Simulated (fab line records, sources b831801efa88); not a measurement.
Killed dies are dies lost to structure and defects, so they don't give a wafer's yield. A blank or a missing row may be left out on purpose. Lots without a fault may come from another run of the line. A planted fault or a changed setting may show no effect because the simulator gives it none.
Which tool did it? | flow sky130 | 6 lots, 18 wafers sampled, at 2 steps of a route of 708

WHAT THE GAUGES READ, wafer by wafer
SKY_SONOS_ONO_THK_MEAS_01.
lot  | measured     | on            | SONOS_ONO_OXIDATION_THK (nm)
L646 | day 12 11:40 | film_metro-03 | 2.64 2.63 2.56
L649 | day 13 12:46 | film_metro-03 | 2.58 2.68 2.65
L653 | day 14 18:26 | film_metro-01 | 4.35 4.31 4.31
L659 | day 16 23:30 | film_metro-01 | 2.55 2.52 2.59
L662 | day 18 02:19 | film_metro-03 | 2.68 2.64 2.60
L666 | day 19 04:17 | film_metro-03 | 2.48 2.50 2.47

WHICH TOOL RAN EACH LOT (tool, then ch and the chambers of the sampled wafers, then the start)
lot  | SKY_SONOS_ONO_OXIDATION_00
L646 | furnace-01 ch 0, day 12 10:19
L649 | furnace-02 ch 0, day 13 11:24
L653 | furnace-01 ch 0, day 14 14:20
L659 | furnace-01 ch 0, day 16 22:08
L662 | furnace-02 ch 0, day 18 00:56
L666 | furnace-01 ch 0, day 19 02:55
- SKY_SONOS_ONO_OXIDATION_00: stabilise 600 s, purge 300 s, target thk 2.6 nm.

THE ANSWER, worked out from the rows above alone
Rule: what is usual is taken from the lots themselves. Put in order of their means at a reading, lots are off if they are a third of the lots or fewer, leave a main group of 4 or more, and stand apart from it by a gap of 3 or more times the standard deviation of the main group's means; of several such gaps the widest counts. A main group whose means are all the same, to the digits that the tables above print for the reading, isn't used. A lot without any number at a reading at which 4 lots or more have one is off too. The other lots that the step has rows for count as sound.
Off: L653, at SKY_SONOS_ONO_THK_MEAS_01 (SONOS_ONO_OXIDATION_THK). The main group: mean 2.58 nm, standard deviation 0.059.
A tool fits if, at a process step before that reading, it ran every lot that is off, and no sound lot after the first of them. The gauges at SKY_SONOS_ONO_THK_MEAS_01 are tried like those tools. None of those tried fits.

WHAT THE SIMULATOR HAD PUT IN
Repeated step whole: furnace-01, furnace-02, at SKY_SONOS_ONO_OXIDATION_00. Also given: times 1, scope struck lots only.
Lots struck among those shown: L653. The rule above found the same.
